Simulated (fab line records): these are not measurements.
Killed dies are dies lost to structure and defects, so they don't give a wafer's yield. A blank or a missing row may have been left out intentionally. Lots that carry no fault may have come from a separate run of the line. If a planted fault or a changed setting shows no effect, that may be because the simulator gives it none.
fab line records | flow gf180mcu | part 1 of 2: steps 1 to 32 of 43
record lots=5 | wafers=15 | last-day=34
route steps=602 shown HV_LDD@194 NSD@235
lots with no fault: from the same line, run without faults
start-h: the number of hours between the record's first day and the start of the first shown wafer of the lot | wait-h: hours from the lot's prior step to this one | " the same as in the row above | L1.1+2: a single row standing in for several wafers | - value missing, or start not given | * or withheld: withheld | < > ~ a bound
route shown NAME@n: a module of which the file shows steps, and the number in the route of the first | usual: mean/standard deviation taken from wafers without a fault | same: alike in all rows | chamber/n: place in a boat | sites: the reading at each site | _std_site: standard deviation of those values | _edge_site: the outer-site mean with the inner-site mean subtracted | radius-mm: how far each site lies from the wafer's centre | mask NAME#n: copy n | behind: tool/chamber where the wafer was last shaped | hold: what put the lot on hold/how long, in hours/how the hold closed | device: names the non-switching transistor (n, p or np) | end of line: the route-end tests of the same wafers | step lacking rows: just its recipe | killed: dies that structure and defects cost at the first sort, which is not the same as the wafer's yield | map: a wafer's dies, marking killed ones x, the rest . and places with no die _
set.NAME: setting as actually run; set.NAME@STEP: the setting as run at that earlier step | model.NAME: the simulator's own value behind a step, which no gauge read
lots at some steps of the route; a table a step, a row a wafer
services: a tool's chamber out of use, with start hour (start-h, from the record's first day; less than 0 if before it), hours out, and reason
## steps
# step GF_HV_LDD_DEVELOP_18
# recipe develop-time-s=60 | dev-temp-c=23
lot.wafer  | tool           | chamber | start-h | wait-h
L079.1+2+4 | litho-track-01 | 0       | 271.41  | 0.1
L088.1+3+6 | litho-track-04 | 0       | 355.15  | 0.1
L092.1+2+4 | litho-track-04 | 0       | 381.80  | 0.1
L093.1+4+5 | litho-track-01 | 0       | 387.66  | 0.1
L094.2+4+6 | litho-track-02 | 0       | 395.03  | 0.1
# step GF_HV_LDD_CD_MEAS_19
# recipe target-cd-nm=400
# usual cd-nm=399.9/2
lot.wafer | tool      | chamber | start-h | wait-h | cd-nm
L079.1    | cd-sem-02 | -       | 271.56  | 0.1    | 402.5
L079.2    | "         | -       | "       | "      | 400.6
L079.4    | "         | -       | "       | "      | 402.0
L088.1    | cd-sem-02 | -       | 355.30  | 0.1    | 399.3
L088.3    | "         | -       | "       | "      | 400.5
L088.6    | "         | -       | "       | "      | 399.4
L092.1    | cd-sem-01 | -       | 381.95  | 0.1    | 400.8
L092.2    | "         | -       | "       | "      | 402.7
L092.4    | "         | -       | "       | "      | 402.1
L093.1    | cd-sem-02 | -       | 387.81  | 0.1    | 401.9
L093.4    | "         | -       | "       | "      | 403.5
L093.5    | "         | -       | "       | "      | 400.0
L094.2    | cd-sem-02 | -       | 395.18  | 0.1    | 398.6
L094.4    | "         | -       | "       | "      | 397.2
L094.6    | "         | -       | "       | "      | 399.6
# step GF_HV_LDD_OVL_MEAS_20
# usual HV_LDD_01_OVL=0.7/1.2
lot.wafer | tool       | chamber | start-h | wait-h | HV_LDD_01_OVL[nm]
L079.1    | overlay-02 | -       | 271.68  | 0.1    | 1.3
L079.2    | "          | -       | "       | "      | 0.5
L079.4    | "          | -       | "       | "      | 1.0
L088.1    | overlay-01 | -       | 355.42  | 0.1    | 1.3
L088.3    | "          | -       | "       | "      | 2.0
L088.6    | "          | -       | "       | "      | -0.5
L092.1    | overlay-01 | -       | 382.07  | 0.1    | 0.0
L092.2    | "          | -       | "       | "      | 0.1
L092.4    | "          | -       | "       | "      | 0.0
L093.1    | overlay-02 | -       | 387.94  | 0.1    | 0.3
L093.4    | "          | -       | "       | "      | -1.0
L093.5    | "          | -       | "       | "      | 0.1
L094.2    | overlay-02 | -       | 395.28  | 0.1    | 0.4
L094.4    | "          | -       | "       | "      | -0.2
L094.6    | "          | -       | "       | "      | 0.8
# step GF_HV_LDD_IMPLANT_21
# recipe species=BF2 | energy-kev=25 | dose-cm2=5e+13 | tilt-deg=7
# same implant-ion-amu=49
lot.wafer  | tool         | chamber | start-h | wait-h
L079.1+2+4 | implanter-04 | 0       | 271.71  | 0.0
L088.1+3+6 | implanter-02 | 0       | 355.45  | 0.0
L092.1+2+4 | implanter-04 | 0       | 382.10  | 0.0
L093.1+4+5 | implanter-03 | 0       | 387.98  | 0.0
L094.2+4+6 | implanter-03 | 0       | 395.34  | 0.0
# step GF_HV_LDD_STRIP_22
# recipe chemistry=O2/N2 | power-w=1400 | pressure-mtorr=1500 | platen-temp-c=250 | o2-flow-sccm=3000 | n2-flow-sccm=300 | overash-fraction=0.5
# usual drypump-motor-current-A=5.6/0.37 | heater-power-w=345/50 | oes-product-au=0.716/0.0047 | strip-time-to-endpoint-s=12.62/0.031
lot.wafer | tool            | chamber | start-h | wait-h | drypump-motor-current-A | heater-power-w | oes-product-au | rf-hours-counter-h | strip-time-to-endpoint-s
L079.1    | plasma-asher-03 | 1       | 271.86  | 0.1    | 5.6                     | 360            | 0.714          | 16                 | 12.63
L079.2    | "               | 0       | "       | "      | 5.6                     | 347            | 0.713          | 16                 | 12.64
L079.4    | "               | 1       | "       | "      | 5.6                     | 363            | 0.721          | -                  | 12.65
L088.1    | plasma-asher-01 | 1       | 355.60  | 0.1    | 5.4                     | 302            | 0.720          | 68                 | 12.63
L088.3    | "               | 0       | "       | "      | 5.0                     | 290            | 0.713          | -                  | 12.63
L088.6    | "               | 1       | "       | "      | 5.4                     | 308            | 0.714          | -                  | 12.60
L092.1    | plasma-asher-03 | 1       | 382.25  | 0.1    | 5.6                     | 360            | 0.718          | 27                 | 12.66
L092.2    | "               | 0       | "       | "      | 5.6                     | 349            | 0.726          | 27                 | 12.69
L092.4    | "               | 0       | "       | "      | 5.6                     | 357            | 0.714          | -                  | 12.67
L093.1    | plasma-asher-02 | 0       | 388.13  | 0.1    | 6.0                     | 335            | 0.722          | 78                 | 12.65
L093.4    | "               | 0       | "       | "      | 6.0                     | 330            | 0.714          | -                  | 12.66
L093.5    | "               | 0       | "       | "      | 6.0                     | 322            | 0.721          | -                  | 12.67
L094.2    | plasma-asher-03 | 0       | 395.46  | 0.1    | 5.6                     | 356            | 0.716          | 28                 | 12.63
L094.4    | "               | 0       | "       | "      | 5.6                     | 338            | 0.720          | -                  | 12.59
L094.6    | "               | 0       | "       | "      | 5.6                     | 342            | 0.716          | -                  | 12.57
# step GF_HV_LDD_TW_MEAS_23
# usual HV_LDD_2_TW=1056/6.2
lot.wafer | tool          | chamber | start-h | wait-h | HV_LDD_2_TW
L079.1    | film-metro-02 | -       | 271.96  | 0.1    | 1049
L079.2    | "             | -       | "       | "      | 1044
L079.4    | "             | -       | "       | "      | 1050
L088.1    | film-metro-02 | -       | 355.70  | 0.1    | 1046
L088.3    | "             | -       | "       | "      | 1041
L088.6    | "             | -       | "       | "      | 1042
L092.1    | film-metro-02 | -       | 382.35  | 0.1    | 1057
L092.2    | "             | -       | "       | "      | 1051
L092.4    | "             | -       | "       | "      | 1049
L093.1    | film-metro-01 | -       | 388.23  | 0.1    | 1055
L093.4    | "             | -       | "       | "      | 1057
L093.5    | "             | -       | "       | "      | 1061
L094.2    | film-metro-01 | -       | 395.57  | 0.1    | 1059
L094.4    | "             | -       | "       | "      | 1061
L094.6    | "             | -       | "       | "      | 1057
# step GF_HV_LDD_DEHYDRATE_24
# recipe temp-c=200 | time-s=60
lot.wafer  | tool           | chamber | start-h | wait-h
L079.1+2+4 | litho-track-02 | 0       | 280.71  | 8.7
L088.1+3+6 | litho-track-04 | 0       | 366.35  | 10.6
L092.1+2+4 | litho-track-04 | 0       | 393.30  | 10.9
L093.1+4+5 | litho-track-02 | 0       | 398.91  | 10.7
L094.2+4+6 | litho-track-02 | 0       | 406.63  | 11.0
# step GF_HV_LDD_HMDS_25
# recipe prime-time-s=60 | prime-temp-c=120
lot.wafer  | tool           | chamber | start-h | wait-h
L079.1+2+4 | litho-track-02 | 0       | 280.86  | 0.1
L088.1+3+6 | litho-track-04 | 0       | 366.50  | 0.1
L092.1+2+4 | litho-track-04 | 0       | 393.45  | 0.1
L093.1+4+5 | litho-track-02 | 0       | 399.06  | 0.1
L094.2+4+6 | litho-track-02 | 0       | 406.78  | 0.1
# step GF_HV_LDD_COAT_26
# recipe resist=NOVOLAK | spin-rpm=3000 | resist-thk-nm=1000
# usual dispense-pressure-kPa=47.4/2.2
lot.wafer | tool           | chamber | start-h | wait-h | dispense-pressure-kPa
L079.1    | litho-track-02 | 0       | 281.01  | 0.1    | 50.0
L079.2    | "              | 0       | "       | "      | 50.0
L079.4    | "              | 0       | "       | "      | 50.0
L088.1    | litho-track-04 | 0       | 366.65  | 0.1    | 45.2
L088.3    | "              | 0       | "       | "      | 45.2
L088.6    | "              | 0       | "       | "      | 45.2
L092.1    | litho-track-04 | 0       | 393.60  | 0.1    | 45.2
L092.2    | "              | 0       | "       | "      | 45.2
L092.4    | "              | 0       | "       | "      | 45.2
L093.1    | litho-track-02 | 0       | 399.21  | 0.1    | 50.0
L093.4    | "              | 0       | "       | "      | 50.0
L093.5    | "              | 0       | "       | "      | 50.0
L094.2    | litho-track-02 | 0       | 406.93  | 0.1    | 50.0
L094.4    | "              | 0       | "       | "      | 50.0
L094.6    | "              | 0       | "       | "      | 50.0
# step GF_HV_LDD_SOFTBAKE_27
# recipe temp-c=90 | time-s=60 | resist=NOVOLAK
lot.wafer  | tool           | chamber | start-h | wait-h
L079.1+2+4 | litho-track-02 | 0       | 281.16  | 0.1
L088.1+3+6 | litho-track-04 | 0       | 366.80  | 0.1
L092.1+2+4 | litho-track-04 | 0       | 393.75  | 0.1
L093.1+4+5 | litho-track-02 | 0       | 399.36  | 0.1
L094.2+4+6 | litho-track-02 | 0       | 407.08  | 0.1
# step GF_HV_LDD_EXPOSE_28
# recipe mask-id=Nplus_HV_AREA | target-cd-nm=400 | na=0.6 | source-shape=conventional | sigma-outer=0.6 | dose-mj=140
# usual focus-offset-nm=0.0/0.51
lot.wafer | tool             | chamber | start-h | wait-h | mask            | focus-offset-nm
L079.1    | iline-stepper-02 | 0       | -       | -      | Nplus_HV_AREA#0 | 0.4
L079.2    | "                | 0       | "       | "      | Nplus_HV_AREA#0 | -0.8
L079.4    | "                | 0       | "       | "      | Nplus_HV_AREA#0 | -0.4
L088.1    | iline-stepper-01 | 0       | -       | -      | Nplus_HV_AREA#0 | -0.3
L088.3    | "                | 0       | "       | "      | Nplus_HV_AREA#0 | -0.4
L088.6    | "                | 0       | "       | "      | Nplus_HV_AREA#0 | 0.3
L092.1    | iline-stepper-01 | 0       | -       | -      | Nplus_HV_AREA#0 | -0.6
L092.2    | "                | 0       | "       | "      | Nplus_HV_AREA#0 | 0.1
L092.4    | "                | 0       | "       | "      | Nplus_HV_AREA#0 | -0.1
L093.1    | iline-stepper-02 | 0       | -       | -      | Nplus_HV_AREA#0 | 0.5
L093.4    | "                | 0       | "       | "      | Nplus_HV_AREA#0 | 0.3
L093.5    | "                | 0       | "       | "      | Nplus_HV_AREA#0 | -0.7
L094.2    | iline-stepper-01 | 0       | -       | -      | Nplus_HV_AREA#0 | -0.2
L094.4    | "                | 0       | "       | "      | Nplus_HV_AREA#0 | 1.1
L094.6    | "                | 0       | "       | "      | Nplus_HV_AREA#0 | 0.3
# step GF_HV_LDD_PEB_29
# recipe temp-c=withheld | time-s=* | resist=NOVOLAK
lot.wafer  | tool           | chamber | start-h | wait-h
L079.1+2+4 | litho-track-04 | 0       | -       | -
L088.1+3+6 | litho-track-02 | 0       | -       | -
L092.1+2+4 | litho-track-04 | 0       | -       | -
L093.1+4+5 | litho-track-02 | 0       | -       | -
L094.2+4+6 | litho-track-02 | 0       | -       | -
# step GF_HV_LDD_DEVELOP_30
# recipe develop-time-s=60 | dev-temp-c=23
lot.wafer  | tool           | chamber | start-h | wait-h
L079.1+2+4 | litho-track-04 | 0       | 291.40  | 0.1
L088.1+3+6 | litho-track-02 | 0       | 377.66  | 0.1
L092.1+2+4 | litho-track-04 | 0       | 404.75  | 0.1
L093.1+4+5 | litho-track-02 | 0       | 410.55  | 0.1
L094.2+4+6 | litho-track-02 | 0       | 419.03  | 0.1
# step GF_HV_LDD_CD_MEAS_31
# recipe target-cd-nm=400
# usual cd-nm=400.8/2
lot.wafer | tool      | chamber | start-h | wait-h | cd-nm
L079.1    | cd-sem-02 | -       | 291.55  | 0.1    | 402.1
L079.2    | "         | -       | "       | "      | 401.3
L079.4    | "         | -       | "       | "      | 400.6
L088.1    | cd-sem-01 | -       | 377.81  | 0.1    | 398.8
L088.3    | "         | -       | "       | "      | 400.9
L088.6    | "         | -       | "       | "      | 399.1
L092.1    | cd-sem-02 | -       | 404.90  | 0.1    | 399.4
L092.2    | "         | -       | "       | "      | 399.3
L092.4    | "         | -       | "       | "      | 401.3
L093.1    | cd-sem-01 | -       | 410.70  | 0.1    | 399.7
L093.4    | "         | -       | "       | "      | 399.9
L093.5    | "         | -       | "       | "      | 400.2
L094.2    | cd-sem-01 | -       | 419.17  | 0.1    | 405.2
L094.4    | "         | -       | "       | "      | 403.6
L094.6    | "         | -       | "       | "      | 405.9
# step GF_HV_LDD_OVL_MEAS_32
# usual HV_LDD_02_OVL=1.1/1.5
lot.wafer | tool       | chamber | start-h | wait-h | HV_LDD_02_OVL[nm]
L079.1    | overlay-01 | -       | 291.67  | 0.1    | 1.2
L079.2    | "          | -       | "       | "      | 1.4
L079.4    | "          | -       | "       | "      | 2.3
L088.1    | overlay-01 | -       | 377.93  | 0.1    | 2.2
L088.3    | "          | -       | "       | "      | 0.6
L088.6    | "          | -       | "       | "      | 1.8
L092.1    | overlay-01 | -       | 405.02  | 0.1    | 2.8
L092.2    | "          | -       | "       | "      | 1.9
L092.4    | "          | -       | "       | "      | 2.0
L093.1    | overlay-02 | -       | 410.82  | 0.1    | 1.8
L093.4    | "          | -       | "       | "      | 1.6
L093.5    | "          | -       | "       | "      | 2.3
L094.2    | overlay-02 | -       | 419.28  | 0.1    | 1.3
L094.4    | "          | -       | "       | "      | 1.8
L094.6    | "          | -       | "       | "      | 2.0
# step GF_HV_LDD_IMPLANT_33
# recipe species=P | energy-kev=60 | dose-cm2=7.5e+12 | tilt-deg=30 | rotation-deg=0
# same implant-ion-amu=31
lot.wafer  | tool         | chamber | start-h | wait-h
L079.1+2+4 | implanter-02 | 0       | 291.71  | 0.0
L088.1+3+6 | implanter-02 | 0       | 377.96  | 0.0
L092.1+2+4 | implanter-02 | 0       | 405.05  | 0.0
L093.1+4+5 | implanter-04 | 0       | 410.86  | 0.0
L094.2+4+6 | implanter-04 | 0       | 419.34  | 0.0
# step GF_HV_LDD_IMPLANT_34
# recipe species=P | energy-kev=60 | dose-cm2=7.5e+12 | tilt-deg=30 | rotation-deg=90
# same implant-ion-amu=31
lot.wafer  | tool         | chamber | start-h | wait-h
L079.1+2+4 | implanter-02 | 0       | 291.86  | 0.1
L088.1+3+6 | implanter-02 | 0       | 378.11  | 0.1
L092.1+2+4 | implanter-02 | 0       | 405.20  | 0.1
L093.1+4+5 | implanter-04 | 0       | 411.01  | 0.1
L094.2+4+6 | implanter-04 | 0       | 419.49  | 0.1
# step GF_HV_LDD_IMPLANT_35
# recipe species=P | energy-kev=60 | dose-cm2=7.5e+12 | tilt-deg=30 | rotation-deg=180
# same implant-ion-amu=31
lot.wafer  | tool         | chamber | start-h | wait-h
L079.1+2+4 | implanter-02 | 0       | 292.01  | 0.1
L088.1+3+6 | implanter-02 | 0       | 378.26  | 0.1
L092.1+2+4 | implanter-02 | 0       | 405.35  | 0.1
L093.1+4+5 | implanter-04 | 0       | 411.16  | 0.1
L094.2+4+6 | implanter-04 | 0       | 419.64  | 0.1
# step GF_HV_LDD_IMPLANT_36
# recipe species=P | energy-kev=60 | dose-cm2=7.5e+12 | tilt-deg=30 | rotation-deg=270
# same implant-ion-amu=31
lot.wafer  | tool         | chamber | start-h | wait-h
L079.1+2+4 | implanter-02 | 0       | 292.16  | 0.1
L088.1+3+6 | implanter-02 | 0       | 378.41  | 0.1
L092.1+2+4 | implanter-02 | 0       | 405.50  | 0.1
L093.1+4+5 | implanter-04 | 0       | 411.31  | 0.1
L094.2+4+6 | implanter-04 | 0       | 419.79  | 0.1
# step GF_HV_LDD_STRIP_37
# recipe chemistry=O2/N2 | power-w=1400 | pressure-mtorr=1500 | platen-temp-c=250 | o2-flow-sccm=3000 | n2-flow-sccm=300 | overash-fraction=0.5
# usual drypump-motor-current-A=5.5/0.32 | heater-power-w=346/41 | oes-product-au=0.715/0.0043 | strip-time-to-endpoint-s=12.63/0.037
lot.wafer | tool            | chamber | start-h | wait-h | drypump-motor-current-A | heater-power-w | oes-product-au | rf-hours-counter-h | strip-time-to-endpoint-s
L079.1    | plasma-asher-03 | 0       | 292.31  | 0.1    | 5.6                     | 336            | 0.714          | 18                 | 12.63
L079.2    | "               | 1       | "       | "      | 5.6                     | 367            | 0.716          | 18                 | 12.65
L079.4    | "               | 1       | "       | "      | 5.6                     | 368            | 0.716          | -                  | 12.65
L088.1    | plasma-asher-01 | 1       | 378.56  | 0.1    | 5.4                     | 308            | 0.714          | 71                 | 12.60
L088.3    | "               | 0       | "       | "      | 4.9                     | 307            | 0.719          | -                  | 12.56
L088.6    | "               | 0       | "       | "      | 4.9                     | 297            | 0.712          | -                  | 12.58
L092.1    | plasma-asher-03 | 1       | 405.65  | 0.1    | 5.6                     | 372            | 0.720          | 29                 | 12.65
L092.2    | "               | 0       | "       | "      | 5.6                     | 341            | 0.713          | 29                 | 12.63
L092.4    | "               | 0       | "       | "      | 5.6                     | 350            | 0.716          | -                  | 12.66
L093.1    | plasma-asher-03 | 0       | 411.46  | 0.1    | 5.6                     | 348            | 0.715          | 30                 | 12.67
L093.4    | "               | 1       | "       | "      | 5.6                     | 363            | 0.715          | -                  | 12.61
L093.5    | "               | 0       | "       | "      | 5.6                     | 341            | 0.718          | -                  | 12.63
L094.2    | plasma-asher-01 | 1       | 419.91  | 0.1    | 5.5                     | 309            | 0.710          | 75                 | 12.62
L094.4    | "               | 1       | "       | "      | 5.4                     | 306            | 0.720          | -                  | 12.63
L094.6    | "               | 0       | "       | "      | 5.0                     | 298            | 0.720          | -                  | 12.57
# step GF_HV_LDD_TW_MEAS_38
# usual HV_LDD_3_TW=1433/11
lot.wafer | tool          | chamber | start-h | wait-h | HV_LDD_3_TW
L079.1    | film-metro-01 | -       | 292.41  | 0.1    | 1437
L079.2    | "             | -       | "       | "      | 1437
L079.4    | "             | -       | "       | "      | 1435
L088.1    | film-metro-04 | -       | 378.66  | 0.1    | 1435
L088.3    | "             | -       | "       | "      | 1443
L088.6    | "             | -       | "       | "      | 1437
L092.1    | film-metro-01 | -       | 405.75  | 0.1    | 1436
L092.2    | "             | -       | "       | "      | 1443
L092.4    | "             | -       | "       | "      | 1443
L093.1    | film-metro-02 | -       | 411.56  | 0.1    | 1418
L093.4    | "             | -       | "       | "      | 1415
L093.5    | "             | -       | "       | "      | 1418
L094.2    | film-metro-04 | -       | 420.02  | 0.1    | 1442
L094.4    | "             | -       | "       | "      | 1443
L094.6    | "             | -       | "       | "      | 1436
# step GF_HV_LDD_DEHYDRATE_39
# recipe temp-c=200 | time-s=60
lot.wafer  | tool           | chamber | start-h | wait-h
L079.1+2+4 | litho-track-01 | 0       | 301.51  | 9.1
L088.1+3+6 | litho-track-01 | 0       | 389.86  | 11.2
L092.1+2+4 | litho-track-01 | 0       | 417.06  | 11.3
L093.1+4+5 | litho-track-01 | 0       | 422.76  | 11.2
L094.2+4+6 | litho-track-04 | 0       | 430.87  | 10.8
# step GF_HV_LDD_HMDS_40
# recipe prime-time-s=60 | prime-temp-c=120
lot.wafer  | tool           | chamber | start-h | wait-h
L079.1+2+4 | litho-track-01 | 0       | 301.66  | 0.1
L088.1+3+6 | litho-track-01 | 0       | 390.01  | 0.1
L092.1+2+4 | litho-track-01 | 0       | 417.21  | 0.1
L093.1+4+5 | litho-track-01 | 0       | 422.91  | 0.1
L094.2+4+6 | litho-track-04 | 0       | 431.02  | 0.1
# step GF_HV_LDD_COAT_41
# recipe resist=NOVOLAK | spin-rpm=3000 | resist-thk-nm=1000
# usual dispense-pressure-kPa=47.2/2.1
lot.wafer | tool           | chamber | start-h | wait-h | dispense-pressure-kPa
L079.1    | litho-track-01 | 0       | 301.81  | 0.1    | 48.8
L079.2    | "              | 0       | "       | "      | 48.7
L079.4    | "              | 0       | "       | "      | 48.8
L088.1    | litho-track-01 | 0       | 390.16  | 0.1    | 48.7
L088.3    | "              | 0       | "       | "      | 48.7
L088.6    | "              | 0       | "       | "      | 48.7
L092.1    | litho-track-01 | 0       | 417.36  | 0.1    | 48.7
L092.2    | "              | 0       | "       | "      | 48.8
L092.4    | "              | 0       | "       | "      | 48.7
L093.1    | litho-track-01 | 0       | 423.06  | 0.1    | 48.7
L093.4    | "              | 0       | "       | "      | 48.8
L093.5    | "              | 0       | "       | "      | 48.7
L094.2    | litho-track-04 | 0       | 431.17  | 0.1    | 45.1
L094.4    | "              | 0       | "       | "      | 45.1
L094.6    | "              | 0       | "       | "      | 45.1
# step GF_HV_LDD_SOFTBAKE_42
# recipe temp-c=90 | time-s=60 | resist=NOVOLAK
lot.wafer  | tool           | chamber | start-h | wait-h
L079.1+2+4 | litho-track-01 | 0       | 301.96  | 0.1
L088.1+3+6 | litho-track-01 | 0       | 390.31  | 0.1
L092.1+2+4 | litho-track-01 | 0       | 417.51  | 0.1
L093.1+4+5 | litho-track-01 | 0       | 423.21  | 0.1
L094.2+4+6 | litho-track-04 | 0       | 431.32  | 0.1
# step GF_HV_LDD_EXPOSE_43
# recipe mask-id=Pplus_HV_AREA | target-cd-nm=400 | na=0.6 | source-shape=conventional | sigma-outer=0.6 | dose-mj=140
# usual focus-offset-nm=-0.1/0.57
lot.wafer | tool             | chamber | start-h | wait-h | mask            | focus-offset-nm
L079.1    | iline-stepper-02 | 0       | -       | -      | Pplus_HV_AREA#0 | -1.3
L079.2    | "                | 0       | "       | "      | Pplus_HV_AREA#0 | -0.3
L079.4    | "                | 0       | "       | "      | Pplus_HV_AREA#0 | -0.6
L088.1    | iline-stepper-01 | 0       | -       | -      | Pplus_HV_AREA#0 | 0.1
L088.3    | "                | 0       | "       | "      | Pplus_HV_AREA#0 | 0.1
L088.6    | "                | 0       | "       | "      | Pplus_HV_AREA#0 | 0.0
L092.1    | iline-stepper-01 | 0       | -       | -      | Pplus_HV_AREA#0 | 0.6
L092.2    | "                | 0       | "       | "      | Pplus_HV_AREA#0 | 0.6
L092.4    | "                | 0       | "       | "      | Pplus_HV_AREA#0 | 0.7
L093.1    | iline-stepper-01 | 0       | -       | -      | Pplus_HV_AREA#0 | 0.2
L093.4    | "                | 0       | "       | "      | Pplus_HV_AREA#0 | 0.6
L093.5    | "                | 0       | "       | "      | Pplus_HV_AREA#0 | -0.2
L094.2    | iline-stepper-01 | 0       | -       | -      | Pplus_HV_AREA#0 | -0.6
L094.4    | "                | 0       | "       | "      | Pplus_HV_AREA#0 | 0.0
L094.6    | "                | 0       | "       | "      | Pplus_HV_AREA#0 | 0.8
# step GF_HV_LDD_PEB_44
# recipe temp-c=withheld | time-s=* | resist=NOVOLAK
lot.wafer  | tool           | chamber | start-h | wait-h
L079.1+2+4 | litho-track-01 | 0       | -       | -
L088.1+3+6 | litho-track-04 | 0       | -       | -
L092.1+2+4 | litho-track-01 | 0       | -       | -
L093.1+4+5 | litho-track-02 | 0       | -       | -
L094.2+4+6 | litho-track-02 | 0       | -       | -
# step GF_HV_LDD_DEVELOP_45
# recipe develop-time-s=60 | dev-temp-c=23
lot.wafer  | tool           | chamber | start-h | wait-h
L079.1+2+4 | litho-track-01 | 0       | 312.36  | 0.1
L088.1+3+6 | litho-track-04 | 0       | 401.50  | 0.1
L092.1+2+4 | litho-track-01 | 0       | 428.71  | 0.1
L093.1+4+5 | litho-track-02 | 0       | 435.40  | 0.1
L094.2+4+6 | litho-track-02 | 0       | 443.63  | 0.1
# step GF_HV_LDD_CD_MEAS_46
# recipe target-cd-nm=400
# usual cd-nm=400.6/2.4
lot.wafer | tool      | chamber | start-h | wait-h | cd-nm
L079.1    | cd-sem-01 | -       | 312.51  | 0.1    | 402.7
L079.2    | "         | -       | "       | "      | 403.5
L079.4    | "         | -       | "       | "      | 399.8
L088.1    | cd-sem-02 | -       | 401.65  | 0.1    | 403.5
L088.3    | "         | -       | "       | "      | 403.4
L088.6    | "         | -       | "       | "      | 403.1
L092.1    | cd-sem-02 | -       | 428.86  | 0.1    | 398.6
L092.2    | "         | -       | "       | "      | 398.1
L092.4    | "         | -       | "       | "      | 397.5
L093.1    | cd-sem-02 | -       | 435.55  | 0.1    | 401.9
L093.4    | "         | -       | "       | "      | 403.5
L093.5    | "         | -       | "       | "      | 402.1
L094.2    | cd-sem-02 | -       | 443.77  | 0.1    | 402.6
L094.4    | "         | -       | "       | "      | 404.0
L094.6    | "         | -       | "       | "      | 402.9
# step GF_HV_LDD_OVL_MEAS_47
# usual HV_LDD_03_OVL=1.1/1.3
lot.wafer | tool       | chamber | start-h | wait-h | HV_LDD_03_OVL[nm]
L079.1    | overlay-01 | -       | 312.63  | 0.1    | -1.1
L079.2    | "          | -       | "       | "      | 1.3
L079.4    | "          | -       | "       | "      | 0.0
L088.1    | overlay-01 | -       | 401.77  | 0.1    | 3.1
L088.3    | "          | -       | "       | "      | 2.0
L088.6    | "          | -       | "       | "      | 1.8
L092.1    | overlay-01 | -       | 428.98  | 0.1    | 1.8
L092.2    | "          | -       | "       | "      | 1.1
L092.4    | "          | -       | "       | "      | 1.2
L093.1    | overlay-01 | -       | 435.67  | 0.1    | 0.4
L093.4    | "          | -       | "       | "      | -0.2
L093.5    | "          | -       | "       | "      | -0.9
L094.2    | overlay-01 | -       | 443.88  | 0.1    | 1.8
L094.4    | "          | -       | "       | "      | 3.8
L094.6    | "          | -       | "       | "      | 1.3
# step GF_HV_LDD_IMPLANT_48
# recipe species=B | energy-kev=25 | dose-cm2=3e+13 | tilt-deg=7
# same implant-ion-amu=11
lot.wafer  | tool         | chamber | start-h | wait-h
L079.1+2+4 | implanter-04 | 0       | 312.66  | 0.0
L088.1+3+6 | implanter-03 | 0       | 401.80  | 0.0
L092.1+2+4 | implanter-02 | 0       | 429.01  | 0.0
L093.1+4+5 | implanter-04 | 0       | 435.71  | 0.0
L094.2+4+6 | implanter-03 | 0       | 443.94  | 0.0
# step GF_HV_LDD_STRIP_49
# recipe chemistry=O2/N2 | power-w=1400 | pressure-mtorr=1500 | platen-temp-c=250 | o2-flow-sccm=3000 | n2-flow-sccm=300 | overash-fraction=0.5
# usual drypump-motor-current-A=5.7/0.34 | heater-power-w=357/51 | oes-product-au=0.716/0.0047 | strip-time-to-endpoint-s=12.629/0.027
lot.wafer | tool            | chamber | start-h | wait-h | drypump-motor-current-A | heater-power-w | oes-product-au | rf-hours-counter-h | strip-time-to-endpoint-s
L079.1    | plasma-asher-03 | 0       | 312.81  | 0.1    | 5.6                     | 346            | 0.722          | 20                 | 12.592
L079.2    | "               | 1       | "       | "      | 5.6                     | 367            | 0.721          | 20                 | 12.622
L079.4    | "               | 1       | "       | "      | 5.6                     | 367            | 0.718          | -                  | 12.623
L088.1    | plasma-asher-02 | 1       | 401.95  | 0.1    | 6.0                     | 455            | 0.711          | 80                 | 12.605
L088.3    | "               | 0       | "       | "      | 6.0                     | 326            | 0.712          | -                  | 12.582
L088.6    | "               | 0       | "       | "      | 6.0                     | 332            | 0.720          | -                  | 12.625
L092.1    | plasma-asher-01 | 0       | 429.16  | 0.1    | 5.0                     | 295            | 0.715          | 76                 | 12.641
L092.2    | "               | 1       | "       | "      | 5.4                     | 307            | 0.715          | 76                 | 12.673
L092.4    | "               | 0       | "       | "      | 5.0                     | 296            | 0.723          | -                  | 12.672
L093.1    | plasma-asher-02 | 0       | 435.86  | 0.1    | 6.0                     | 328            | 0.716          | 0                  | 12.653
L093.4    | "               | 1       | "       | "      | 6.0                     | 412            | 0.712          | -                  | 12.633
L093.5    | "               | 0       | "       | "      | 6.0                     | 335            | 0.727          | -                  | 12.628
L094.2    | plasma-asher-01 | 1       | 444.06  | 0.1    | 5.4                     | 301            | 0.719          | 78                 | 12.624
L094.4    | "               | 0       | "       | "      | 5.0                     | 300            | 0.715          | -                  | 12.587
L094.6    | "               | 0       | "       | "      | 5.0                     | 298            | 0.715          | -                  | 12.627
